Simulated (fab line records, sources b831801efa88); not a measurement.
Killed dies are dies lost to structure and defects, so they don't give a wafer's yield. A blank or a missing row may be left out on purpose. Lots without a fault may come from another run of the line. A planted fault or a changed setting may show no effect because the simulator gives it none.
Which tool did it? | flow gf180mcu | 14 lots, 42 wafers sampled, at 4 steps of a route of 602

WHAT THE GAUGES READ, wafer by wafer
GF_PASSIVATION_BOW_MEAS_14.
lot  | measured     | on            | PASSIVATION_BOW (um)
L443 | day 29 00:26 | film_metro-04 | 138 148 149
L444 | day 29 04:58 | film_metro-04 | 140 137 134
L445 | day 29 11:11 | film_metro-04 | 125 135 124
L446 | day 29 22:19 | film_metro-01 | 137 121 134
L447 | day 30 04:01 | film_metro-01 | 121 131 125
L448 | day 30 12:10 | film_metro-01 | 151 149 142
L449 | day 30 20:28 | film_metro-04 | 127 130 124
L450 | day 31 05:37 | film_metro-01 | 124 145 128
L453 | day 32 05:55 | film_metro-04 | 133 130 125
L455 | day 32 15:10 | film_metro-04 | 140 131 156
L461 | day 34 01:29 | film_metro-04 | 162 149 156
L462 | day 34 02:28 | film_metro-01 | 120 123 112
L464 | day 34 14:55 | film_metro-01 | 153 143 151
L466 | day 34 22:17 | film_metro-04 | 143 154 158

WHICH TOOL RAN EACH LOT (tool, then ch and the chambers of the sampled wafers, then the start)
lot  | GF_HV_LDD_CVD_54            | GF_TOP_METAL_SPUTTER_01      | GF_PASSIVATION_ETCH_11
L443 | lpcvd-02 ch 1, day 12 06:38 | pvd_sputter-02, day 27 05:31 | rie_diel-02 ch 0,1,2, day 28 22:29
L444 | lpcvd-02 ch 0, day 12 15:04 | pvd_sputter-02, day 27 10:56 | rie_diel-04 ch 0,3, day 29 03:05
L445 | lpcvd-02 ch 0, day 12 22:13 | pvd_sputter-02, day 27 16:16 | rie_diel-02 ch 0,1,3, day 29 08:38
L446 | lpcvd-02 ch 0, day 13 07:28 | pvd_sputter-01, day 28 04:56 | rie_diel-01 ch 1,2, day 29 20:26
L447 | lpcvd-01 ch 0, day 13 15:16 | pvd_sputter-04, day 28 11:13 | rie_diel-01 ch 0,1, day 30 02:11
L448 | lpcvd-01 ch 1, day 14 01:24 | pvd_sputter-04, day 28 19:52 | rie_diel-04 ch 0,1,2, day 30 10:20
L449 | lpcvd-02 ch 1, day 14 09:44 | pvd_sputter-02, day 29 04:46 | rie_diel-01 ch 0,1,3, day 30 18:38
L450 | lpcvd-01 ch 0, day 14 19:52 | pvd_sputter-02, day 29 14:17 | rie_diel-04 ch 1,3, day 31 03:47
L453 | lpcvd-02 ch 1, day 16 02:06 | pvd_sputter-02, day 30 16:22 | rie_diel-02 ch 0,1,2, day 32 04:05
L455 | lpcvd-02 ch 1, day 16 17:12 | pvd_sputter-02, day 31 02:14 | rie_diel-04 ch 1,2, day 32 13:17
L461 | lpcvd-01 ch 1, day 18 14:10 | pvd_sputter-02, day 32 14:05 | rie_diel-01 ch 0,1,3, day 33 23:35
L462 | lpcvd-01 ch 0, day 18 16:33 | pvd_sputter-02, day 32 15:43 | rie_diel-01 ch 0,1,3, day 34 00:38
L464 | lpcvd-01 ch 1, day 19 11:19 | pvd_sputter-02, day 33 04:59 | rie_diel-04 ch 0,1,3, day 34 12:32
L466 | lpcvd-01 ch 0, day 20 03:41 | pvd_sputter-01, day 33 13:24 | rie_diel-04 ch 2,3, day 34 20:26
- GF_HV_LDD_CVD_54: deposits SiO2 from TEOS, target thk 10 nm, time 75 s.
- GF_TOP_METAL_SPUTTER_01: material TiN, target thk 30 nm, time 25 s.
- GF_PASSIVATION_ETCH_11: etches the open film in CF4/O2, stops on TiN, target depth 1800 nm, time 400 s.

WHAT THE TOOLS THEMSELVES READ (means of the sampled wafers that have a number; where no wafer has one, the mark that the record gives instead)
GF_HV_LDD_CVD_54.
lot  | tool     | spike_tc_lower_C (C) | spike_tc_top_C (C)
L443 | lpcvd-02 | 681.6                | 689
L444 | lpcvd-02 | 678.9                | 698
L445 | lpcvd-02 | 680.6                | 698
L446 | lpcvd-02 | 678.7                | 697
L447 | lpcvd-01 | 680.9                | 698
L448 | lpcvd-01 | 681.3                | 693
L449 | lpcvd-02 | 681.0                | 689
L450 | lpcvd-01 | 680.7                | 698
L453 | lpcvd-02 | 681.7                | 689
L455 | lpcvd-02 | 683.0                | 689
L461 | lpcvd-01 | 681.0                | 693
L462 | lpcvd-01 | 680.7                | 697
L464 | lpcvd-01 | 681.4                | 692
L466 | lpcvd-01 | 681.4                | 697

GF_TOP_METAL_SPUTTER_01.
lot  | tool           | cathode_dc_power_W (W) | throttle_valve_pct (%)
L443 | pvd_sputter-02 | 6499.9                 | 31.4
L444 | pvd_sputter-02 | 6500.7                 | 31.4
L445 | pvd_sputter-02 | 6500.0                 | 31.1
L446 | pvd_sputter-01 | 6500.4                 | 30.1
L447 | pvd_sputter-04 | 6501.2                 | 29.4
L448 | pvd_sputter-04 | 6499.3                 | 29.4
L449 | pvd_sputter-02 | 6501.1                 | 30.4
L450 | pvd_sputter-02 | 6501.5                 | 30.6
L453 | pvd_sputter-02 | 6500.6                 | 30.6
L455 | pvd_sputter-02 | 6500.3                 | 30.7
L461 | pvd_sputter-02 | 6499.6                 | 31.5
L462 | pvd_sputter-02 | 6498.8                 | 31.1
L464 | pvd_sputter-02 | 6499.6                 | 31.0
L466 | pvd_sputter-01 | 6499.0                 | 29.8

GF_PASSIVATION_ETCH_11.
lot  | tool        | drypump_motor_current_A (A) | oes_product_au (a.u.) | throttle_valve_pct (%)
L443 | rie_diel-02 | 5.6                         | 0.964                 | 5.958
L444 | rie_diel-04 | 6.0                         | 0.969                 | 5.970
L445 | rie_diel-02 | 5.2                         | 0.959                 | 5.958
L446 | rie_diel-01 | 6.1                         | 0.965                 | 5.961
L447 | rie_diel-01 | 5.4                         | 0.963                 | 5.951
L448 | rie_diel-04 | 5.5                         | 0.958                 | 5.961
L449 | rie_diel-01 | 5.5                         | 0.955                 | 5.963
L450 | rie_diel-04 | 6.3                         | 0.960                 | 5.957
L453 | rie_diel-02 | 5.7                         | 0.961                 | 5.967
L455 | rie_diel-04 | 5.7                         | 0.966                 | 5.957
L461 | rie_diel-01 | 5.5                         | 0.955                 | 5.954
L462 | rie_diel-01 | 5.5                         | 0.956                 | 5.969
L464 | rie_diel-04 | 5.8                         | 0.970                 | 5.965
L466 | rie_diel-04 | 6.2                         | 0.971                 | 5.957

THE ANSWER, worked out from the rows above alone
Rule: what is usual is taken from the lots themselves. Put in order of their means at a reading, lots are off if they are a third of the lots or fewer, leave a main group of 4 or more, and stand apart from it by a gap of 3 or more times the standard deviation of the main group's means; of several such gaps the widest counts. A main group whose means are all the same, to the digits that the tables above print for the reading, isn't used. A lot without any number at a reading at which 4 lots or more have one is off too. The other lots that the step has rows for count as sound. The gauges are gone through in route order, then the tools' own readings, and for those a lot's mean is taken as printed above. The first step at which some lot is off is used, and at that step the reading that is off furthest; a lot without a number counts as furthest.
No lot is off at any reading shown: from this, nothing can be told.

WHAT THE SIMULATOR HAD PUT IN
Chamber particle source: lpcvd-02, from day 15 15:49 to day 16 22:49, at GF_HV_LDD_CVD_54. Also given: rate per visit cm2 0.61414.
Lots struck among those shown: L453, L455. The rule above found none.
